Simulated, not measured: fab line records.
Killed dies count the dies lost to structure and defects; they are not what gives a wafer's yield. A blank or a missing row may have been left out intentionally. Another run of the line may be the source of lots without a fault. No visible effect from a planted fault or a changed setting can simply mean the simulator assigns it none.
fab line records	flow gf180mcu	part 1 of 2: steps 1 to 28 of 39
record lots=5	wafers=15	lastDay=34
route steps=602 shown HV_LDD@179
lots untouched by any fault: they come from a run of this same line in which no faults occurred
startH: start of the lot's first displayed wafer, in hours after the record's first day	waitH: how many hours have passed since the lot's step before this one	" the same as in the row above	L1.1+2: a single row standing in for several wafers	- no value, or no start was given	* or withheld: withheld	< > ~ a bound
route shown NAME@n: NAME is a module with steps in the file, n the number in the route of the first one	usual: the fault-free wafers' mean and standard deviation	same: alike in all rows	chamber/n: place in a boat	sites: readings site by site	_std_site: their standard deviation	_edge_site: the outer-site mean with the inner-site mean subtracted	radiusMm: how far each site lies from the wafer's centre	mask NAME#n: copy n	behind: the tool/chamber that last shaped the wafer	hold: what put the lot on hold/how long, in hours/how the hold closed	device: transistor that didn't switch, given as n, p or np	end of line: the tests these same wafers got at the end of their route	a step without rows: its recipe alone	killed: at the first sort, the dies lost to defects and structure; wafer yield is something else	map: per-die view of a wafer (x killed, . not killed, _ where there is no die)
set.NAME: the setting as run; set.NAME@STEP: as run at that earlier step	model.NAME: the simulator's own value behind a step, which no gauge read
certain route steps with their lots: each step a table, each wafer a row
services: a tool's chamber out of use, with start hour (startH, from the record's first day; less than 0 if before it), hours out, and reason
## steps
# step GF_HV_LDD_SOFTBAKE_03
# recipe tempC=90	timeS=60	resist=NOVOLAK
# usual chillPlateTempC=23.01/0.1
lot.wafer	tool	chamber	startH	waitH	chillPlateTempC
L077.1	lithoTrack-02	0	227.82	0.1	22.99
L077.2	"	0	"	"	22.95
L077.6	"	0	"	"	22.94
L078.2	lithoTrack-04	0	236.01	0.1	23.02
L078.4	"	0	"	"	23.11
L078.5	"	0	"	"	23.10
L085.3	lithoTrack-04	0	299.88	0.1	23.11
L085.5	"	0	"	"	22.99
L085.6	"	0	"	"	23.06
L086.1	lithoTrack-02	0	299.97	0.1	22.99
L086.2	"	0	"	"	23.16
L086.4	"	0	"	"	23.25
L097.1	lithoTrack-02	0	375.36	0.1	22.93
L097.3	"	0	"	"	23.02
L097.6	"	0	"	"	23.05
# step GF_HV_LDD_EXPOSE_04
# recipe maskId=Nplus_LV_AREA	targetCdNm=400	na=0.6	sourceShape=conventional	sigmaOuter=0.6	doseMj=140
lot.wafer	tool	chamber	startH	waitH	mask
L077.1+2+6	ilineStepper-02	0	-	-	Nplus_LV_AREA#0
L078.2+4+5	ilineStepper-02	0	-	-	Nplus_LV_AREA#0
L085.3+5+6	ilineStepper-01	0	-	-	Nplus_LV_AREA#0
L086.1+2+4	ilineStepper-02	0	-	-	Nplus_LV_AREA#0
L097.1+3+6	ilineStepper-01	0	-	-	Nplus_LV_AREA#0
# step GF_HV_LDD_PEB_05
# recipe tempC=withheld	timeS=*	resist=NOVOLAK
# usual chillPlateTempC=*
lot.wafer	tool	chamber	startH	waitH	chillPlateTempC
L077.1	lithoTrack-01	0	-	-	*
L077.2	"	0	"	"	*
L077.6	"	0	"	"	*
L078.2	lithoTrack-01	0	-	-	*
L078.4	"	0	"	"	*
L078.5	"	0	"	"	*
L085.3	lithoTrack-01	0	-	-	*
L085.5	"	0	"	"	*
L085.6	"	0	"	"	*
L086.1	lithoTrack-02	0	-	-	*
L086.2	"	0	"	"	*
L086.4	"	0	"	"	*
L097.1	lithoTrack-04	0	-	-	*
L097.3	"	0	"	"	*
L097.6	"	0	"	"	*
# step GF_HV_LDD_DEVELOP_06
# recipe developTimeS=60	devTempC=23
# usual chillPlateTempC=22.99/0.11
lot.wafer	tool	chamber	startH	waitH	chillPlateTempC
L077.1	lithoTrack-01	0	236.84	0.1	22.90
L077.2	"	0	"	"	23.03
L077.6	"	0	"	"	22.82
L078.2	lithoTrack-01	0	244.31	0.1	22.89
L078.4	"	0	"	"	22.98
L078.5	"	0	"	"	22.94
L085.3	lithoTrack-01	0	310.44	0.1	23.19
L085.5	"	0	"	"	23.04
L085.6	"	0	"	"	22.90
L086.1	lithoTrack-02	0	310.87	0.1	23.00
L086.2	"	0	"	"	22.92
L086.4	"	0	"	"	23.02
L097.1	lithoTrack-04	0	386.48	0.1	23.04
L097.3	"	0	"	"	23.04
L097.6	"	0	"	"	23.02
# step GF_HV_LDD_CD_MEAS_07
# recipe targetCdNm=400
# usual cdNm=400.2/2.5
lot.wafer	tool	chamber	startH	waitH	cdNm
L077.1	cdSem-01	-	236.99	0.1	398.7
L077.2	"	-	"	"	400.4
L077.6	"	-	"	"	400.8
L078.2	cdSem-02	-	244.46	0.1	400.1
L078.4	"	-	"	"	398.9
L078.5	"	-	"	"	401.4
L085.3	cdSem-02	-	310.58	0.1	399.0
L085.5	"	-	"	"	399.6
L085.6	"	-	"	"	400.4
L086.1	cdSem-02	-	311.02	0.1	397.1
L086.2	"	-	"	"	396.3
L086.4	"	-	"	"	398.3
L097.1	cdSem-01	-	386.63	0.1	401.1
L097.3	"	-	"	"	402.4
L097.6	"	-	"	"	402.4
# step GF_HV_LDD_OVL_MEAS_08
# usual HV_LDD_OVL=-0.1/1.5
lot.wafer	tool	chamber	startH	waitH	HV_LDD_OVL[nm]
L077.1	overlay-02	-	237.11	0.1	-1.0
L077.2	"	-	"	"	0.1
L077.6	"	-	"	"	-0.4
L078.2	overlay-02	-	244.56	0.1	2.8
L078.4	"	-	"	"	1.4
L078.5	"	-	"	"	0.8
L085.3	overlay-01	-	310.67	0.1	-1.5
L085.5	"	-	"	"	-1.3
L085.6	"	-	"	"	-1.6
L086.1	overlay-01	-	311.14	0.1	1.3
L086.2	"	-	"	"	-1.3
L086.4	"	-	"	"	-0.2
L097.1	overlay-02	-	386.75	0.1	-0.9
L097.3	"	-	"	"	-1.1
L097.6	"	-	"	"	-2.7
# step GF_HV_LDD_IMPLANT_09
# recipe species=As	energyKev=40	doseCm2=1e+14	tiltDeg=7
lot.wafer	tool	chamber	startH	waitH
L077.1+2+6	implanter-02	0	237.14	0.0
L078.2+4+5	implanter-04	0	244.62	0.0
L085.3+5+6	implanter-03	0	310.74	0.1
L086.1+2+4	implanter-04	0	311.17	0.0
L097.1+3+6	implanter-03	0	386.79	0.0
# step GF_HV_LDD_STRIP_10
# recipe chemistry=O2/N2	powerW=1400	pressureMtorr=1500	platenTempC=250	o2FlowSccm=3000	n2FlowSccm=300	overashFraction=0.5
# usual drypumpMotorCurrentA=5.6/0.33	heaterPowerW=338/42	oesProductAu=0.716/0.0043	stripTimeToEndpointS=12.64/0.038
lot.wafer	tool	chamber	startH	waitH	drypumpMotorCurrentA	heaterPowerW	oesProductAu	rfHoursCounterH	stripTimeToEndpointS
L077.1	plasmaAsher-01	1	237.29	0.1	5.6	299	0.708	62	12.60
L077.2	"	0	"	"	5.9	332	0.721	62	12.59
L077.6	"	1	"	"	5.6	302	0.719	-	12.62
L078.2	plasmaAsher-04	1	244.74	0.1	5.0	304	0.720	65	12.64
L078.4	"	0	"	"	5.9	308	0.714	-	12.65
L078.5	"	0	"	"	5.9	311	0.710	-	12.64
L085.3	plasmaAsher-02	1	310.88	0.1	5.6	414	0.713	-	12.58
L085.5	"	0	"	"	5.5	396	0.709	-	12.63
L085.6	"	1	"	"	5.6	419	0.714	-	12.62
L086.1	plasmaAsher-04	1	311.32	0.1	5.0	307	0.717	72	12.68
L086.2	"	0	"	"	5.9	304	0.712	72	12.69
L086.4	"	0	"	"	5.9	310	0.723	-	12.69
L097.1	plasmaAsher-02	0	386.94	0.1	5.4	384	0.711	19	12.59
L097.3	"	0	"	"	5.5	391	0.713	-	12.56
L097.6	"	0	"	"	5.5	405	0.719	-	12.56
# step GF_HV_LDD_TW_MEAS_11
# usual HV_LDD_TW=2408/28
lot.wafer	tool	chamber	startH	waitH	HV_LDD_TW
L077.1	filmMetro-04	-	237.39	0.1	2380
L077.2	"	-	"	"	2394
L077.6	"	-	"	"	2392
L078.2	filmMetro-04	-	244.85	0.1	2395
L078.4	"	-	"	"	2426
L078.5	"	-	"	"	2416
L085.3	filmMetro-01	-	310.96	0.1	2393
L085.5	"	-	"	"	2398
L085.6	"	-	"	"	2382
L086.1	filmMetro-04	-	311.42	0.1	2386
L086.2	"	-	"	"	2388
L086.4	"	-	"	"	2396
L097.1	filmMetro-01	-	387.04	0.1	2390
L097.3	"	-	"	"	2378
L097.6	"	-	"	"	2389
# step GF_HV_LDD_DEHYDRATE_12
# recipe tempC=200	timeS=60
# usual chillPlateTempC=23.00/0.11
lot.wafer	tool	chamber	startH	waitH	chillPlateTempC
L077.1	lithoTrack-04	0	245.79	8.4	22.96
L077.2	"	0	"	"	22.96
L077.6	"	0	"	"	23.10
L078.2	lithoTrack-01	0	253.86	9.0	22.99
L078.4	"	0	"	"	23.22
L078.5	"	0	"	"	23.07
L085.3	lithoTrack-01	0	320.24	9.3	22.87
L085.5	"	0	"	"	22.97
L085.6	"	0	"	"	22.95
L086.1	lithoTrack-04	0	321.03	9.6	22.94
L086.2	"	0	"	"	22.99
L086.4	"	0	"	"	22.96
L097.1	lithoTrack-02	0	398.06	11.0	22.98
L097.3	"	0	"	"	23.05
L097.6	"	0	"	"	23.15
# step GF_HV_LDD_HMDS_13
# recipe primeTimeS=60	primeTempC=120
# usual chillPlateTempC=23.00/0.086
# same primeTimeS=60
lot.wafer	tool	chamber	startH	waitH	chillPlateTempC
L077.1	lithoTrack-04	0	245.94	0.1	22.88
L077.2	"	0	"	"	23.01
L077.6	"	0	"	"	22.89
L078.2	lithoTrack-01	0	254.01	0.1	22.91
L078.4	"	0	"	"	23.04
L078.5	"	0	"	"	23.04
L085.3	lithoTrack-01	0	320.39	0.1	22.93
L085.5	"	0	"	"	22.89
L085.6	"	0	"	"	22.94
L086.1	lithoTrack-04	0	321.18	0.1	22.88
L086.2	"	0	"	"	23.00
L086.4	"	0	"	"	22.92
L097.1	lithoTrack-02	0	398.21	0.1	23.00
L097.3	"	0	"	"	23.04
L097.6	"	0	"	"	22.91
# step GF_HV_LDD_COAT_14
# recipe resist=NOVOLAK	spinRpm=3000	resistThkNm=1000
# usual chillPlateTempC=23.01/0.11
lot.wafer	tool	chamber	startH	waitH	chillPlateTempC
L077.1	lithoTrack-04	0	246.09	0.1	23.21
L077.2	"	0	"	"	23.14
L077.6	"	0	"	"	23.18
L078.2	lithoTrack-01	0	254.16	0.1	22.90
L078.4	"	0	"	"	23.06
L078.5	"	0	"	"	22.97
L085.3	lithoTrack-01	0	320.54	0.1	22.98
L085.5	"	0	"	"	23.10
L085.6	"	0	"	"	22.97
L086.1	lithoTrack-04	0	321.33	0.1	23.09
L086.2	"	0	"	"	22.88
L086.4	"	0	"	"	22.79
L097.1	lithoTrack-02	0	398.36	0.1	23.03
L097.3	"	0	"	"	22.93
L097.6	"	0	"	"	23.04
# step GF_HV_LDD_SOFTBAKE_15
# recipe tempC=90	timeS=60	resist=NOVOLAK
# usual chillPlateTempC=22.99/0.099
lot.wafer	tool	chamber	startH	waitH	chillPlateTempC
L077.1	lithoTrack-04	0	246.24	0.1	22.95
L077.2	"	0	"	"	23.02
L077.6	"	0	"	"	23.00
L078.2	lithoTrack-01	0	254.31	0.1	23.03
L078.4	"	0	"	"	22.87
L078.5	"	0	"	"	23.00
L085.3	lithoTrack-01	0	320.69	0.1	23.13
L085.5	"	0	"	"	23.00
L085.6	"	0	"	"	22.92
L086.1	lithoTrack-04	0	321.48	0.1	22.94
L086.2	"	0	"	"	22.94
L086.4	"	0	"	"	23.12
L097.1	lithoTrack-02	0	398.51	0.1	22.95
L097.3	"	0	"	"	22.92
L097.6	"	0	"	"	23.00
# step GF_HV_LDD_EXPOSE_16
# recipe maskId=Pplus_LV_AREA	targetCdNm=400	na=0.6	sourceShape=conventional	sigmaOuter=0.6	doseMj=140
lot.wafer	tool	chamber	startH	waitH	mask
L077.1+2+6	ilineStepper-02	0	-	-	Pplus_LV_AREA#0
L078.2+4+5	ilineStepper-02	0	-	-	Pplus_LV_AREA#0
L085.3+5+6	ilineStepper-01	0	-	-	Pplus_LV_AREA#0
L086.1+2+4	ilineStepper-02	0	-	-	Pplus_LV_AREA#0
L097.1+3+6	ilineStepper-02	0	-	-	Pplus_LV_AREA#0
# step GF_HV_LDD_PEB_17
# recipe tempC=withheld	timeS=*	resist=NOVOLAK
# usual chillPlateTempC=*
lot.wafer	tool	chamber	startH	waitH	chillPlateTempC
L077.1	lithoTrack-02	0	-	-	*
L077.2	"	0	"	"	*
L077.6	"	0	"	"	*
L078.2	lithoTrack-02	0	-	-	*
L078.4	"	0	"	"	*
L078.5	"	0	"	"	*
L085.3	lithoTrack-04	0	-	-	*
L085.5	"	0	"	"	*
L085.6	"	0	"	"	*
L086.1	lithoTrack-01	0	-	-	*
L086.2	"	0	"	"	*
L086.4	"	0	"	"	*
L097.1	lithoTrack-01	0	-	-	*
L097.3	"	0	"	"	*
L097.6	"	0	"	"	*
# step GF_HV_LDD_DEVELOP_18
# recipe developTimeS=60	devTempC=23
# usual chillPlateTempC=23.00/0.1
lot.wafer	tool	chamber	startH	waitH	chillPlateTempC
L077.1	lithoTrack-02	0	255.52	0.1	23.02
L077.2	"	0	"	"	22.89
L077.6	"	0	"	"	22.94
L078.2	lithoTrack-02	0	263.49	0.1	23.05
L078.4	"	0	"	"	22.90
L078.5	"	0	"	"	23.08
L085.3	lithoTrack-04	0	331.38	0.1	23.23
L085.5	"	0	"	"	23.16
L085.6	"	0	"	"	23.17
L086.1	lithoTrack-01	0	332.39	0.1	22.86
L086.2	"	0	"	"	22.96
L086.4	"	0	"	"	23.00
L097.1	lithoTrack-01	0	410.28	0.1	22.88
L097.3	"	0	"	"	22.91
L097.6	"	0	"	"	22.92
# step GF_HV_LDD_CD_MEAS_19
# recipe targetCdNm=400
# usual cdNm=399.8/2.1
lot.wafer	tool	chamber	startH	waitH	cdNm
L077.1	cdSem-01	-	255.67	0.1	397.5
L077.2	"	-	"	"	397.7
L077.6	"	-	"	"	396.3
L078.2	cdSem-01	-	263.64	0.1	397.0
L078.4	"	-	"	"	398.5
L078.5	"	-	"	"	399.1
L085.3	cdSem-02	-	331.52	0.1	401.8
L085.5	"	-	"	"	401.0
L085.6	"	-	"	"	400.6
L086.1	cdSem-02	-	332.54	0.1	403.0
L086.2	"	-	"	"	400.3
L086.4	"	-	"	"	400.6
L097.1	cdSem-01	-	410.43	0.1	396.4
L097.3	"	-	"	"	399.1
L097.6	"	-	"	"	400.2
# step GF_HV_LDD_OVL_MEAS_20
# usual HV_LDD_01_OVL=-0.3/1.3
lot.wafer	tool	chamber	startH	waitH	HV_LDD_01_OVL[nm]
L077.1	overlay-02	-	255.79	0.1	-1.1
L077.2	"	-	"	"	-1.2
L077.6	"	-	"	"	-1.7
L078.2	overlay-01	-	263.74	0.1	0.7
L078.4	"	-	"	"	1.6
L078.5	"	-	"	"	1.4
L085.3	overlay-02	-	331.62	0.1	-1.2
L085.5	"	-	"	"	-0.1
L085.6	"	-	"	"	-1.5
L086.1	overlay-01	-	332.66	0.1	-1.9
L086.2	"	-	"	"	0.0
L086.4	"	-	"	"	-1.4
L097.1	overlay-01	-	410.55	0.1	-2.1
L097.3	"	-	"	"	-1.4
L097.6	"	-	"	"	-1.3
# step GF_HV_LDD_IMPLANT_21
# recipe species=BF2	energyKev=25	doseCm2=5e+13	tiltDeg=7
lot.wafer	tool	chamber	startH	waitH
L077.1+2+6	implanter-02	0	255.82	0.0
L078.2+4+5	implanter-03	0	263.80	0.0
L085.3+5+6	implanter-03	0	331.69	0.1
L086.1+2+4	implanter-03	0	332.69	0.0
L097.1+3+6	implanter-04	0	410.59	0.0
# step GF_HV_LDD_STRIP_22
# recipe chemistry=O2/N2	powerW=1400	pressureMtorr=1500	platenTempC=250	o2FlowSccm=3000	n2FlowSccm=300	overashFraction=0.5
# usual drypumpMotorCurrentA=5.5/0.33	heaterPowerW=352/49	oesProductAu=0.716/0.0046	stripTimeToEndpointS=12.64/0.045
lot.wafer	tool	chamber	startH	waitH	drypumpMotorCurrentA	heaterPowerW	oesProductAu	rfHoursCounterH	stripTimeToEndpointS
L077.1	plasmaAsher-04	0	255.97	0.1	5.9	309	0.709	66	12.66
L077.2	"	1	"	"	5.0	310	0.722	66	12.70
L077.6	"	0	"	"	5.9	314	0.716	-	12.69
L078.2	plasmaAsher-04	1	263.92	0.1	4.9	305	0.706	67	12.73
L078.4	"	0	"	"	5.9	306	0.721	-	12.72
L078.5	"	1	"	"	5.0	301	0.724	-	12.71
L085.3	plasmaAsher-01	1	331.82	0.1	5.6	312	0.717	-	12.66
L085.5	"	0	"	"	5.9	336	0.712	-	12.66
L085.6	"	1	"	"	5.6	297	0.722	-	12.65
L086.1	plasmaAsher-01	1	332.84	0.1	5.6	309	0.712	72	12.58
L086.2	"	0	"	"	5.9	341	0.720	72	12.60
L086.4	"	1	"	"	5.6	306	0.714	-	12.57
L097.1	plasmaAsher-02	0	410.74	0.1	5.5	398	0.715	21	12.58
L097.3	"	0	"	"	5.4	393	0.715	-	12.58
L097.6	"	1	"	"	5.6	426	0.725	-	12.56
# step GF_HV_LDD_TW_MEAS_23
# usual HV_LDD_2_TW=1057/14
lot.wafer	tool	chamber	startH	waitH	HV_LDD_2_TW
L077.1	filmMetro-03	-	256.07	0.1	1067
L077.2	"	-	"	"	1063
L077.6	"	-	"	"	1065
L078.2	filmMetro-01	-	264.03	0.1	1037
L078.4	"	-	"	"	1036
L078.5	"	-	"	"	1042
L085.3	filmMetro-04	-	331.91	0.1	1041
L085.5	"	-	"	"	1049
L085.6	"	-	"	"	1042
L086.1	filmMetro-04	-	332.94	0.1	1054
L086.2	"	-	"	"	1048
L086.4	"	-	"	"	1044
L097.1	filmMetro-03	-	410.84	0.1	1075
L097.3	"	-	"	"	1077
L097.6	"	-	"	"	1075
# step GF_HV_LDD_DEHYDRATE_24
# recipe tempC=200	timeS=60
# usual chillPlateTempC=23.00/0.11
lot.wafer	tool	chamber	startH	waitH	chillPlateTempC
L077.1	lithoTrack-01	0	264.99	8.9	23.01
L077.2	"	0	"	"	23.09
L077.6	"	0	"	"	22.95
L078.2	lithoTrack-04	0	273.21	9.2	22.76
L078.4	"	0	"	"	22.83
L078.5	"	0	"	"	22.79
L085.3	lithoTrack-02	0	341.31	9.4	23.01
L085.5	"	0	"	"	22.91
L085.6	"	0	"	"	23.04
L086.1	lithoTrack-04	0	342.38	9.4	23.00
L086.2	"	0	"	"	23.00
L086.4	"	0	"	"	23.03
L097.1	lithoTrack-02	0	421.76	10.9	23.07
L097.3	"	0	"	"	23.05
L097.6	"	0	"	"	22.85
# step GF_HV_LDD_HMDS_25
# recipe primeTimeS=60	primeTempC=120
# usual chillPlateTempC=23.00/0.11
# same primeTimeS=60
lot.wafer	tool	chamber	startH	waitH	chillPlateTempC
L077.1	lithoTrack-01	0	265.14	0.1	23.01
L077.2	"	0	"	"	23.04
L077.6	"	0	"	"	22.99
L078.2	lithoTrack-04	0	273.36	0.1	22.94
L078.4	"	0	"	"	23.06
L078.5	"	0	"	"	23.08
L085.3	lithoTrack-02	0	341.46	0.1	22.99
L085.5	"	0	"	"	23.09
L085.6	"	0	"	"	22.89
L086.1	lithoTrack-04	0	342.53	0.1	22.91
L086.2	"	0	"	"	22.94
L086.4	"	0	"	"	22.96
L097.1	lithoTrack-02	0	421.91	0.1	22.97
L097.3	"	0	"	"	22.96
L097.6	"	0	"	"	22.94
# step GF_HV_LDD_COAT_26
# recipe resist=NOVOLAK	spinRpm=3000	resistThkNm=1000
# usual chillPlateTempC=23.00/0.092
lot.wafer	tool	chamber	startH	waitH	chillPlateTempC
L077.1	lithoTrack-01	0	265.29	0.1	22.85
L077.2	"	0	"	"	23.01
L077.6	"	0	"	"	23.16
L078.2	lithoTrack-04	0	273.51	0.1	23.02
L078.4	"	0	"	"	23.11
L078.5	"	0	"	"	23.09
L085.3	lithoTrack-02	0	341.61	0.1	23.05
L085.5	"	0	"	"	23.12
L085.6	"	0	"	"	22.94
L086.1	lithoTrack-04	0	342.68	0.1	23.06
L086.2	"	0	"	"	22.96
L086.4	"	0	"	"	22.98
L097.1	lithoTrack-02	0	422.06	0.1	22.94
L097.3	"	0	"	"	22.90
L097.6	"	0	"	"	22.81
# step GF_HV_LDD_SOFTBAKE_27
# recipe tempC=90	timeS=60	resist=NOVOLAK
# usual chillPlateTempC=23.00/0.1
lot.wafer	tool	chamber	startH	waitH	chillPlateTempC
L077.1	lithoTrack-01	0	265.44	0.1	23.18
L077.2	"	0	"	"	23.10
L077.6	"	0	"	"	23.03
L078.2	lithoTrack-04	0	273.66	0.1	22.87
L078.4	"	0	"	"	22.88
L078.5	"	0	"	"	22.93
L085.3	lithoTrack-02	0	341.76	0.1	22.94
L085.5	"	0	"	"	23.16
L085.6	"	0	"	"	23.32
L086.1	lithoTrack-04	0	342.83	0.1	23.13
L086.2	"	0	"	"	23.05
L086.4	"	0	"	"	23.10
L097.1	lithoTrack-02	0	422.21	0.1	23.18
L097.3	"	0	"	"	23.15
L097.6	"	0	"	"	23.20
# step GF_HV_LDD_EXPOSE_28
# recipe maskId=Nplus_HV_AREA	targetCdNm=400	na=0.6	sourceShape=conventional	sigmaOuter=0.6	doseMj=140
lot.wafer	tool	chamber	startH	waitH	mask
L077.1+2+6	ilineStepper-02	0	-	-	Nplus_HV_AREA#0
L078.2+4+5	ilineStepper-02	0	-	-	Nplus_HV_AREA#0
L085.3+5+6	ilineStepper-01	0	-	-	Nplus_HV_AREA#0
L086.1+2+4	ilineStepper-02	0	-	-	Nplus_HV_AREA#0
L097.1+3+6	ilineStepper-02	0	-	-	Nplus_HV_AREA#0
# step GF_HV_LDD_PEB_29
# recipe tempC=withheld	timeS=*	resist=NOVOLAK
# usual chillPlateTempC=*
lot.wafer	tool	chamber	startH	waitH	chillPlateTempC
L077.1	lithoTrack-02	0	-	-	*
L077.2	"	0	"	"	*
L077.6	"	0	"	"	*
L078.2	lithoTrack-01	0	-	-	*
L078.4	"	0	"	"	*
L078.5	"	0	"	"	*
L085.3	lithoTrack-01	0	-	-	*
L085.5	"	0	"	"	*
L085.6	"	0	"	"	*
L086.1	lithoTrack-02	0	-	-	*
L086.2	"	0	"	"	*
L086.4	"	0	"	"	*
L097.1	lithoTrack-04	0	-	-	*
L097.3	"	0	"	"	*
L097.6	"	0	"	"	*
# step GF_HV_LDD_DEVELOP_30
# recipe developTimeS=62.98	devTempC=23
# usual chillPlateTempC=23.02/0.11
lot.wafer	tool	chamber	startH	waitH	chillPlateTempC
L077.1	lithoTrack-02	0	274.72	0.1	22.88
L077.2	"	0	"	"	22.89
L077.6	"	0	"	"	22.90
L078.2	lithoTrack-01	0	282.91	0.1	23.19
L078.4	"	0	"	"	23.16
L078.5	"	0	"	"	23.21
L085.3	lithoTrack-01	0	351.79	0.1	23.02
L085.5	"	0	"	"	23.06
L085.6	"	0	"	"	23.04
L086.1	lithoTrack-02	0	353.71	0.1	23.01
L086.2	"	0	"	"	22.98
L086.4	"	0	"	"	22.89
L097.1	lithoTrack-04	0	434.08	0.1	22.98
L097.3	"	0	"	"	22.95
L097.6	"	0	"	"	22.85
